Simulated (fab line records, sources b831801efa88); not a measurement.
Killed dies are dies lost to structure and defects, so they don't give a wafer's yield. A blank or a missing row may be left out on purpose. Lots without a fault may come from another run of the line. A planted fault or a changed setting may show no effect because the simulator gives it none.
Which tool did it? | flow sky130 | 14 lots, 42 wafers sampled, at 1 step of a route of 708

WHAT THE GAUGES READ, wafer by wafer
SKY_RES_PROTECT_TW_MEAS_08.
lot  | measured     | on            | POLY_GATE_TW
L867 | day 14 22:10 | film_metro-02 | 4024 4022 4003
L872 | day 17 07:20 | film_metro-02 | 4032 4014 4036
L874 | day 17 16:46 | film_metro-04 | 3990 3999 4002
L880 | day 19 22:45 | film_metro-02 | 4043 4033 4045
L881 | day 20 05:46 | film_metro-01 | 3995 4000 3977
L882 | day 20 06:04 | film_metro-02 | 4026 4030 4045
L883 | day 20 18:24 | film_metro-01 | 3991 3971 3967
L884 | day 21 02:25 | film_metro-01 | 3974 3978 4000
L885 | day 21 16:46 | film_metro-02 | 4050 4047 4042
L886 | day 22 18:52 | film_metro-01 | 3974 3989 3979
L889 | day 23 04:51 | film_metro-02 | 4032 4012 4013
L888 | day 23 05:56 | film_metro-01 | 3966 3970 3968
L887 | day 23 07:42 | film_metro-02 | 4012 3992 4011
L890 | day 23 10:46 | film_metro-02 | 4054 4028 4031

WHICH TOOL RAN EACH LOT (tool, then ch and the chambers of the sampled wafers, then the start)
The record holds no process step before these readings.

WHAT THE TOOLS THEMSELVES READ (means of the sampled wafers that have a number; where no wafer has one, the mark that the record gives instead)
The record holds no such reading with a usual standard deviation.

THE ANSWER, worked out from the rows above alone
Rule: what is usual is taken from the lots themselves. Put in order of their means at a reading, lots are off if they are a third of the lots or fewer, leave a main group of 4 or more, and stand apart from it by a gap of 3 or more times the standard deviation of the main group's means; of several such gaps the widest counts. A main group whose means are all the same, to the digits that the tables above print for the reading, isn't used. A lot without any number at a reading at which 4 lots or more have one is off too. The other lots that the step has rows for count as sound. The gauges are gone through in route order, then the tools' own readings, and for those a lot's mean is taken as printed above. The first step at which some lot is off is used, and at that step the reading that is off furthest; a lot without a number counts as furthest.
No lot is off at any reading shown: from this, nothing can be told.

WHAT THE SIMULATOR HAD PUT IN
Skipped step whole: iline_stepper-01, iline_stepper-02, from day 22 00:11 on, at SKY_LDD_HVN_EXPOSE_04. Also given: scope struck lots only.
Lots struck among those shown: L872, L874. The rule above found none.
